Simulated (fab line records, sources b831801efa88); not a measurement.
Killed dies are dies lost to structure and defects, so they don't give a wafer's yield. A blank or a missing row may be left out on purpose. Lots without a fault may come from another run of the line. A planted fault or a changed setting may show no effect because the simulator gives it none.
Which tool did it? | flow sky130 | 13 lots, 39 wafers sampled, at 5 steps of a route of 708

WHAT THE GAUGES READ, wafer by wafer
SKY_VT_ADJUST_LVTN_OVL_MEAS_07.
lot  | measured     | on         | VT_ADJUST_LVTN_OVL (nm)
L113 | day 6 22:40  | overlay-01 | 2.3 2.8 0.7
L114 | day 7 05:16  | overlay-01 | 2.1 1.6 2.5
L117 | day 7 23:56  | overlay-02 | 0.1 1.4 0.7
L119 | day 8 09:17  | overlay-02 | -1.2 0.1 -0.2
L120 | day 8 17:37  | overlay-01 | 1.1 -0.1 1.2
L123 | day 9 11:11  | overlay-01 | 0.0 1.5 1.9
L124 | day 9 18:29  | overlay-01 | 0.0 0.6 0.3
L125 | day 10 06:49 | overlay-02 | 1.3 0.5 1.5
L126 | day 10 07:10 | overlay-02 | -1.0 -0.9 0.1
L128 | day 11 13:38 | overlay-01 | 0.6 0.2 0.6
L133 | day 12 16:00 | overlay-01 | 0.8 0.1 -0.6
L134 | day 13 00:08 | overlay-02 | 0.2 0.2 -0.3
L136 | day 13 05:26 | overlay-02 | 1.0 1.6 1.4

SKY_VT_ADJUST_LVTN_OVL_MEAS_18.
lot  | measured     | on         | VT_ADJUST_LVTN_01_OVL (nm)
L113 | day 7 18:25  | overlay-01 | 0.5 -1.3 0.8
L114 | day 8 02:07  | overlay-02 | -1.1 -1.8 -0.7
L117 | day 8 19:53  | overlay-02 | 0.1 -2.0 0.4
L119 | day 9 05:26  | overlay-01 | 0.1 0.6 0.6
L120 | day 9 14:11  | overlay-01 | 1.5 1.4 0.2
L123 | day 10 08:59 | overlay-01 | 1.7 2.4 0.2
L124 | day 10 17:22 | overlay-01 | 0.1 -0.7 -0.3
L125 | day 11 06:17 | overlay-02 | - - -
L126 | day 11 06:38 | overlay-01 | 1.6 0.7 1.7
L128 | day 12 14:07 | overlay-01 | 1.7 2.5 1.0
L133 | day 13 16:59 | overlay-01 | -0.2 -0.2 0.8
L134 | day 14 01:38 | overlay-02 | -0.4 0.3 -0.2
L136 | day 14 08:01 | overlay-01 | 2.5 2.3 0.2

SKY_VT_ADJUST_LVTN_TW_MEAS_21.
lot  | measured     | on            | VT_ADJUST_LVTN_2_TW
L113 | day 7 18:43  | film_metro-02 | 188.1 186.8 187.7
L114 | day 8 02:25  | film_metro-02 | 188.2 187.2 188.5
L117 | day 8 20:11  | film_metro-03 | 186.6 186.5 185.5
L119 | day 9 05:43  | film_metro-02 | 186.5 188.1 187.7
L120 | day 9 14:29  | film_metro-04 | 188.7 189.0 187.7
L123 | day 10 09:16 | film_metro-03 | 186.3 186.0 185.7
L124 | day 10 17:40 | film_metro-02 | 187.6 188.4 187.5
L125 | day 11 06:34 | film_metro-03 | 29.6 29.5 29.5
L126 | day 11 06:56 | film_metro-02 | 187.7 186.7 187.6
L128 | day 12 14:25 | film_metro-02 | 186.6 187.1 187.0
L133 | day 13 17:17 | film_metro-04 | 187.4 188.0 187.9
L134 | day 14 01:55 | film_metro-04 | 189.9 189.8 188.8
L136 | day 14 08:19 | film_metro-02 | 187.3 188.6 187.4

WHICH TOOL RAN EACH LOT (tool, then ch and the chambers of the sampled wafers, then the start)
lot  | SKY_NWELL_STRIP_14                   | SKY_VT_ADJUST_LVTN_EXPOSE_15
L113 | plasma_asher-03 ch 0,1, day 4 16:26  | iline_stepper-02 ch 0, day 7 08:47
L114 | plasma_asher-01 ch 0,1, day 4 21:47  | iline_stepper-02 ch 0, day 7 16:00
L117 | plasma_asher-01 ch 0,1, day 5 14:22  | iline_stepper-02 ch 0, day 8 10:35
L119 | plasma_asher-03 ch 1, day 5 22:36    | iline_stepper-01 ch 0, day 8 19:37
L120 | plasma_asher-03 ch 0,1, day 6 05:46  | iline_stepper-01 ch 0, day 9 04:00
L123 | plasma_asher-04 ch 0,1, day 6 22:10  | iline_stepper-01 ch 0, day 9 22:15
L124 | plasma_asher-03 ch 0,1, day 7 04:18  | iline_stepper-02 ch 0, day 10 05:58
L125 | plasma_asher-01 ch 0,1, day 7 16:09  | iline_stepper-01 ch 0, day 10 18:43
L126 | plasma_asher-03 ch 0,1, day 7 16:22  | iline_stepper-01 ch 0, day 10 19:04
L128 | plasma_asher-01 ch 0,1, day 8 19:15  | iline_stepper-02 ch 0, day 12 02:07
L133 | plasma_asher-04 ch 0,1, day 9 15:28  | iline_stepper-02 ch 0, day 13 04:47
L134 | plasma_asher-01 ch 0,1, day 10 00:10 | iline_stepper-01 ch 0, day 13 12:40
L136 | plasma_asher-03 ch 0, day 10 05:00   | iline_stepper-01 ch 0, day 13 18:20
- SKY_NWELL_STRIP_14: strips in O2/N2.
- SKY_VT_ADJUST_LVTN_EXPOSE_15: exposes mask HVN STD DERIVED, target cd 600 nm.

WHAT THE TOOLS THEMSELVES READ (means of the sampled wafers that have a number; where no wafer has one, the mark that the record gives instead)
SKY_NWELL_STRIP_14.
lot  | tool            | drypump_motor_current_A (A) | oes_product_au (a.u.) | strip_time_to_endpoint_s (s)
L113 | plasma_asher-03 | 5.7                         | 0.721                 | 37.02
L114 | plasma_asher-01 | 5.3                         | 0.721                 | 37.02
L117 | plasma_asher-01 | 5.3                         | 0.720                 | 36.92
L119 | plasma_asher-03 | 5.4                         | 0.720                 | 36.88
L120 | plasma_asher-03 | 5.6                         | 0.720                 | 37.00
L123 | plasma_asher-04 | 5.6                         | 0.722                 | 36.80
L124 | plasma_asher-03 | 5.9                         | 0.724                 | 36.78
L125 | plasma_asher-01 | 5.8                         | 0.722                 | 36.94
L126 | plasma_asher-03 | 5.6                         | 0.722                 | 36.96
L128 | plasma_asher-01 | 5.8                         | 0.723                 | 36.76
L133 | plasma_asher-04 | 5.8                         | 0.720                 | 36.90
L134 | plasma_asher-01 | 5.3                         | 0.722                 | 37.03
L136 | plasma_asher-03 | 6.2                         | 0.725                 | 36.93

SKY_VT_ADJUST_LVTN_EXPOSE_15.
lot  | tool             | exposure_dose_mJ_cm2
L113 | iline_stepper-02 | 162.83
L114 | iline_stepper-02 | 162.99
L117 | iline_stepper-02 | 163.10
L119 | iline_stepper-01 | 162.96
L120 | iline_stepper-01 | 163.12
L123 | iline_stepper-01 | 163.01
L124 | iline_stepper-02 | 163.07
L125 | iline_stepper-01 | 162.75
L126 | iline_stepper-01 | 162.74
L128 | iline_stepper-02 | 163.35
L133 | iline_stepper-02 | 163.08
L134 | iline_stepper-01 | 163.16
L136 | iline_stepper-01 | 162.93

THE ANSWER, worked out from the rows above alone
Rule: what is usual is taken from the lots themselves. Put in order of their means at a reading, lots are off if they are a third of the lots or fewer, leave a main group of 4 or more, and stand apart from it by a gap of 3 or more times the standard deviation of the main group's means; of several such gaps the widest counts. A main group whose means are all the same, to the digits that the tables above print for the reading, isn't used. A lot without any number at a reading at which 4 lots or more have one is off too. The other lots that the step has rows for count as sound. The gauges are gone through in route order, then the tools' own readings, and for those a lot's mean is taken as printed above. The first step at which some lot is off is used, and at that step the reading that is off furthest; a lot without a number counts as furthest.
Off: L125, at SKY_VT_ADJUST_LVTN_OVL_MEAS_18 (VT_ADJUST_LVTN_01_OVL). Without a number there: L125. The main group: mean 0.5 nm, standard deviation 0.91.
A tool fits if, at a process step before that reading, it ran every lot that is off, and no sound lot after the first of them. The gauges at SKY_VT_ADJUST_LVTN_OVL_MEAS_18 aren't tried: what is off there is off at SKY_VT_ADJUST_LVTN_TW_MEAS_21 too, on other tools, and a gauge's error can't cause that. None of those tried fits.

WHAT THE SIMULATOR HAD PUT IN
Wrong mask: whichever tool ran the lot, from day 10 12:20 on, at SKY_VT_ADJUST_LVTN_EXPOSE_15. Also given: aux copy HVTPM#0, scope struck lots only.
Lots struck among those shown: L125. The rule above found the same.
